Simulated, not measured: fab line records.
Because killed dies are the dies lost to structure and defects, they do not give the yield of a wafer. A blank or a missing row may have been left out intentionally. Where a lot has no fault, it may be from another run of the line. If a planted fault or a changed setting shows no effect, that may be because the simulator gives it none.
fab line records -- flow sky130 -- part 2 of 2: steps 35 to 44 of 44
record: lots: 5, wafers: 15, last-day: 49
route steps=708 shown VT_ADJUST_HVTR@131 VT_ADJUST_PCH@143 SONOS_TUNNEL@154 SONOS_ONO@168
lots with no fault: from the same line, run without faults
start-h: start of the lot's first displayed wafer, in hours after the record's first day -- wait-h: how many hours have passed since the lot's step before this one -- " the same as in the row above -- L1.1+2: a single row standing in for several wafers -- - no value, or no start given -- * or withheld: withheld -- < > ~ a bound
route shown NAME@n: a module of which the file shows steps, and the number in the route of the first -- usual: average and standard deviation across the fault-free wafers -- same: alike in all rows -- chamber/n: place in a boat -- sites: each site's reading -- _std_site: standard deviation of those values -- _edge_site: inner sites' mean taken away from outer sites' mean -- radius-mm: how far each site lies from the wafer's centre -- mask NAME#n: copy n -- behind: the most recent tool/chamber to have shaped the wafer -- hold: why the lot was held/for how many hours/how that ended -- device: the transistor (n, p or np) that didn't switch -- end of line: the same wafers' tests at the end of the route -- a step given without rows: its recipe and nothing more -- killed: at the first sort, the dies lost to defects and structure; wafer yield is something else -- map: a wafer's dies, marking killed ones x, the rest . and places with no die _
set.NAME: setting as actually run; set.NAME@STEP: the setting as run at that earlier step -- model.NAME: the simulator's own value behind a step, which no gauge read
lots at some steps of the route; a table a step, a row a wafer
services: when a tool's chamber went out of use (start-h, in hours from the record's first day, below 0 if earlier), for how many hours, and the reason
== steps ==
step: SKY_SONOS_TUNNEL_STRIP_11
recipe: chemistry: SPM, time-s: 600, temp-c: 130
usual: bath-heat-duty-pct: 15.1/1.6
lot.wafer,tool,chamber,start-h,wait-h,bath-heat-duty-pct
L076.1,wet-bench-01,0,273.41,0.0,12.4
L076.4,wet-bench-01,0,273.41,0.0,13.1
L076.6,wet-bench-01,0,273.41,0.0,12.5
L082.1,wet-bench-01,2,316.54,0.0,13.4
L082.3,wet-bench-01,2,316.54,0.0,14.6
L082.4,wet-bench-01,2,316.54,0.0,14.2
L089.1,wet-bench-04,3,383.27,0.0,16.0
L089.2,wet-bench-04,3,383.27,0.0,16.3
L089.3,wet-bench-04,3,383.27,0.0,15.5
L091.1,wet-bench-04,3,388.22,0.0,17.1
L091.2,wet-bench-04,3,388.22,0.0,14.9
L091.5,wet-bench-04,3,388.22,0.0,16.4
L090.3,wet-bench-01,3,388.33,0.0,14.1
L090.4,wet-bench-01,3,388.33,0.0,15.6
L090.6,wet-bench-01,3,388.33,0.0,14.6
step: SKY_SONOS_TUNNEL_TW_MEAS_12
usual: SONOS_TUNNEL_TW: 196.9/2.4
lot.wafer,tool,chamber,start-h,wait-h,SONOS_TUNNEL_TW
L076.1,film-metro-02,-,273.59,0.0,194.9
L076.4,film-metro-02,-,273.59,0.0,195.4
L076.6,film-metro-02,-,273.59,0.0,195.6
L082.1,film-metro-04,-,316.72,0.0,195.1
L082.3,film-metro-04,-,316.72,0.0,194.1
L082.4,film-metro-04,-,316.72,0.0,196.2
L089.1,film-metro-04,-,383.46,0.0,195.8
L089.2,film-metro-04,-,383.46,0.0,195.5
L089.3,film-metro-04,-,383.46,0.0,194.2
L091.1,film-metro-02,-,388.43,0.0,194.5
L091.2,film-metro-02,-,388.43,0.0,194.6
L091.5,film-metro-02,-,388.43,0.0,195.5
L090.3,film-metro-02,-,388.57,0.0,193.7
L090.4,film-metro-02,-,388.57,0.0,194.7
L090.6,film-metro-02,-,388.57,0.0,194.7
step: SKY_SONOS_TUNNEL_CLEAN_13
recipe: chemistry: dHF, time-s: 20, dilution: 100:1, dry: ipa-marangoni
lot.wafer,tool,chamber,start-h,wait-h
L076.1+4+6,wet-bench-02,2,273.65,0.1
L082.1+3+4,wet-bench-02,3,316.78,0.1
L089.1+2+3,wet-bench-02,2,383.52,0.1
L091.1+2+5,wet-bench-04,0,388.49,0.1
L090.3+4+6,wet-bench-02,1,388.61,0.0
step: SKY_SONOS_ONO_OXIDATION_00
recipe: temp-c: 800, ambient: O2, idle-temp-c: 700, ramp-up-c-per-min: 10, ramp-down-c-per-min: 3, stabilise-s: 600, purge-s: 300, target-thk-a: 26, ox-time-s: 1249
usual: ramp-up-c-per-min: 10.000/0.002, spike-tc-upper-C: 799.9/0.97, tube_center_temp_C_max: 802.1/0.33, zone-power-centre-pct: 15.9/1.1
lot.wafer,tool,chamber,start-h,wait-h,ramp-up-c-per-min,spike-tc-upper-C,tube_center_temp_C_max,zone-power-centre-pct
L076.1,furnace-02,0,275.76,2.1,10.003,799.6,802.3,16.6
L076.4,furnace-02,0,275.76,2.1,10.000,800.8,802.0,16.9
L076.6,furnace-02,0,275.76,2.1,10.004,800.1,802.4,16.7
L082.1,furnace-01,0,318.68,1.9,10.001,798.0,801.8,13.9
L082.3,furnace-01,0,318.68,1.9,10.002,801.2,801.8,14.0
L082.4,furnace-01,0,318.68,1.9,10.001,800.0,801.9,14.1
L089.1,furnace-02,0,383.54,0.0,10.000,798.8,801.9,16.7
L089.2,furnace-02,0,383.54,0.0,10.002,800.1,801.8,17.1
L089.3,furnace-02,0,383.54,0.0,10.002,798.9,802.2,16.7
L090.3,furnace-02,0,389.04,0.4,9.9977,799.7,801.7,16.7
L090.4,furnace-02,0,389.04,0.4,10.000,800.5,801.7,16.6
L090.6,furnace-02,0,389.04,0.4,10.001,799.6,802.0,16.5
L091.1,furnace-02,0,389.04,0.5,10.001,800.1,801.7,16.6
L091.2,furnace-02,0,389.04,0.5,10.003,800.2,802.4,16.6
L091.5,furnace-02,0,389.04,0.5,9.9992,800.6,802.0,16.8
step: SKY_SONOS_ONO_THK_MEAS_01
recipe: reads: SiO2_of_SONOS_ONO_OXIDATION_00
usual: SONOS_ONO_OXIDATION_THK: 2.60/0.069
lot.wafer,tool,chamber,start-h,wait-h,SONOS_ONO_OXIDATION_THK[nm]
L076.1,film-metro-04,-,277.11,0.0,2.58
L076.4,film-metro-04,-,277.11,0.0,2.44
L076.6,film-metro-04,-,277.11,0.0,2.56
L082.1,film-metro-03,-,320.03,0.0,2.64
L082.3,film-metro-03,-,320.03,0.0,2.67
L082.4,film-metro-03,-,320.03,0.0,2.63
L089.1,film-metro-02,-,384.88,0.0,2.65
L089.2,film-metro-02,-,384.88,0.0,2.56
L089.3,film-metro-02,-,384.88,0.0,2.68
L091.1,film-metro-02,-,390.39,0.0,2.56
L091.2,film-metro-02,-,390.39,0.0,2.54
L091.5,film-metro-02,-,390.39,0.0,2.57
L090.3,film-metro-04,-,390.41,0.0,2.60
L090.4,film-metro-04,-,390.41,0.0,2.62
L090.6,film-metro-04,-,390.41,0.0,2.63
step: SKY_SONOS_ONO_CVD_02
recipe: material: Si3N4, precursor: DCS/NH3, target-thk-nm: 10.5, temp-c: 770, time-s: 180, pressure-mtorr: 250
usual: pressure-mtorr: 250.1/0.47, spike-tc-upper-C: 769.9/1.1, zone-power-centre-pct: 12.98/0.29
lot.wafer,tool,chamber,start-h,wait-h,pressure-mtorr,spike-tc-upper-C,zone-power-centre-pct
L076.1,lpcvd-02,0,277.17,0.1,249.3,770.4,12.71
L076.4,lpcvd-02,0,277.17,0.1,249.8,770.5,12.63
L076.6,lpcvd-02,0,277.17,0.1,250.4,766.7,12.83
L082.1,lpcvd-02,1,321.26,1.2,250.4,768.9,13.25
L082.3,lpcvd-02,1,321.26,1.2,250.1,769.2,13.17
L082.4,lpcvd-02,1,321.26,1.2,249.3,771.0,13.23
L089.1,lpcvd-02,0,385.30,0.4,250.2,769.3,12.72
L089.2,lpcvd-02,0,385.30,0.4,249.6,770.1,12.81
L089.3,lpcvd-02,0,385.30,0.4,250.3,769.2,12.55
L090.3,lpcvd-02,1,390.89,0.5,250.4,771.5,13.31
L090.4,lpcvd-02,1,390.89,0.5,250.3,769.7,13.44
L090.6,lpcvd-02,1,390.89,0.5,250.0,771.1,13.15
L091.1,lpcvd-02,0,390.89,0.5,250.4,773.1,12.74
L091.2,lpcvd-02,0,390.89,0.5,250.2,767.3,12.41
L091.5,lpcvd-02,0,390.89,0.5,250.2,769.2,12.80
step: SKY_SONOS_ONO_THK_MEAS_03
recipe: reads: Si3N4_of_SONOS_ONO_CVD_02
usual: SONOS_ONO_CVD_02_THK: 10.44/0.12
lot.wafer,tool,chamber,start-h,wait-h,SONOS_ONO_CVD_02_THK[nm]
L076.1,film-metro-04,-,278.22,0.0,10.54
L076.4,film-metro-04,-,278.22,0.0,10.24
L076.6,film-metro-04,-,278.22,0.0,10.40
L082.1,film-metro-03,-,322.31,0.0,10.49
L082.3,film-metro-03,-,322.31,0.0,10.52
L082.4,film-metro-03,-,322.31,0.0,10.40
L089.1,film-metro-02,-,386.35,0.0,10.51
L089.2,film-metro-02,-,386.35,0.0,10.50
L089.3,film-metro-02,-,386.35,0.0,10.50
L091.1,film-metro-02,-,391.94,0.0,10.56
L091.2,film-metro-02,-,391.94,0.0,10.40
L091.5,film-metro-02,-,391.94,0.0,10.33
L090.3,film-metro-04,-,391.96,0.0,10.53
L090.4,film-metro-04,-,391.96,0.0,10.50
L090.6,film-metro-04,-,391.96,0.0,10.50
step: SKY_SONOS_ONO_CVD_04
recipe: material: SiO2, precursor: SiH4/N2O, target-thk-nm: 5.7199, temp-c: 900, pressure-mtorr: 400
usual: pressure-mtorr: 400.1/0.65, spike-tc-upper-C: 900.7/1.4, zone-power-centre-pct: 18.1/1.8
lot.wafer,tool,chamber,start-h,wait-h,pressure-mtorr,spike-tc-upper-C,zone-power-centre-pct
L076.1,lpcvd-03,1,278.28,0.1,401.0,897.9,15.7
L076.4,lpcvd-03,1,278.28,0.1,401.1,899.2,15.5
L076.6,lpcvd-03,1,278.28,0.1,400.4,900.0,15.9
L082.1,lpcvd-03,0,322.37,0.1,399.2,903.5,19.4
L082.3,lpcvd-03,0,322.37,0.1,399.9,901.8,19.6
L082.4,lpcvd-03,0,322.37,0.1,399.3,901.9,19.8
L089.1,lpcvd-03,1,386.41,0.1,399.2,900.7,15.7
L089.2,lpcvd-03,1,386.41,0.1,400.3,900.5,15.8
L089.3,lpcvd-03,1,386.41,0.1,399.6,898.9,15.8
L090.3,lpcvd-03,0,392.00,0.0,400.1,901.6,19.3
L090.4,lpcvd-03,0,392.00,0.0,399.9,901.9,19.5
L090.6,lpcvd-03,0,392.00,0.0,401.5,901.5,19.7
L091.1,lpcvd-03,0,392.00,0.1,400.8,902.8,19.8
L091.2,lpcvd-03,0,392.00,0.1,400.9,902.1,19.2
L091.5,lpcvd-03,0,392.00,0.1,399.0,901.7,19.0
step: SKY_SONOS_ONO_THK_MEAS_05
recipe: reads: SiO2_of_SONOS_ONO_CVD_04
usual: SONOS_ONO_CVD_04_THK: 5.70/0.11
lot.wafer,tool,chamber,start-h,wait-h,SONOS_ONO_CVD_04_THK[nm]
L076.1,film-metro-03,-,279.53,0.0,5.64
L076.4,film-metro-03,-,279.53,0.0,5.60
L076.6,film-metro-03,-,279.53,0.0,5.64
L082.1,film-metro-03,-,325.19,0.0,5.75
L082.3,film-metro-03,-,325.19,0.0,5.64
L082.4,film-metro-03,-,325.19,0.0,5.83
L089.1,film-metro-04,-,387.66,0.0,5.63
L089.2,film-metro-04,-,387.66,0.0,5.66
L089.3,film-metro-04,-,387.66,0.0,5.69
L091.1,film-metro-03,-,393.25,0.0,5.85
L091.2,film-metro-03,-,393.25,0.0,5.83
L091.5,film-metro-03,-,393.25,0.0,5.84
L090.3,film-metro-02,-,393.27,0.0,5.94
L090.4,film-metro-02,-,393.27,0.0,5.82
L090.6,film-metro-02,-,393.27,0.0,5.84
step: SKY_SONOS_ONO_DEHYDRATE_06
recipe: temp-c: 200, time-s: 60
lot.wafer,tool,chamber,start-h,wait-h
L076.1+4+6,litho-track-04,0,290.82,11.3
L082.1+3+4,litho-track-01,0,336.88,11.7
L089.1+2+3,litho-track-03,0,401.53,13.9
L091.1+2+5,litho-track-04,0,406.77,13.5
L090.3+4+6,litho-track-01,0,407.28,14.0
== services ==
tool,chamber,start-h,hours,kind
plasma-asher-03,-,195.75,4.3,repair
implanter-03,-,209.13,2.0,repair
implanter-03,-,227.16,5.1,repair
implanter-04,-,246.75,4.5,repair
implanter-03,-,279.13,4.1,repair
plasma-asher-02,-,284.48,5.2,repair
implanter-03,-,294.46,1.4,repair
implanter-03,-,304.55,4.8,pm
implanter-02,-,310.71,5.7,pm
implanter-02,-,318.65,1.3,repair
furnace-02,-,320.16,2.9,pm
lpcvd-02,-,331.66,2.8,pm
implanter-01,-,340.26,11.3,pm
lpcvd-02,-,341.81,6.0,pm
plasma-asher-04,-,349.62,0.7,repair
furnace-02,-,349.92,3.5,pm
plasma-asher-04,-,358.22,2.4,repair
iline-stepper-02,-,364.35,1.7,pm
iline-stepper-01,-,368.02,1.7,pm
implanter-03,-,379.98,1.7,repair
implanter-01,-,383.85,30.0,repair
iline-stepper-01,-,391.75,2.1,pm
wet-bench-02,-,393.31,2.0,repair
lpcvd-03,-,399.34,0.4,repair
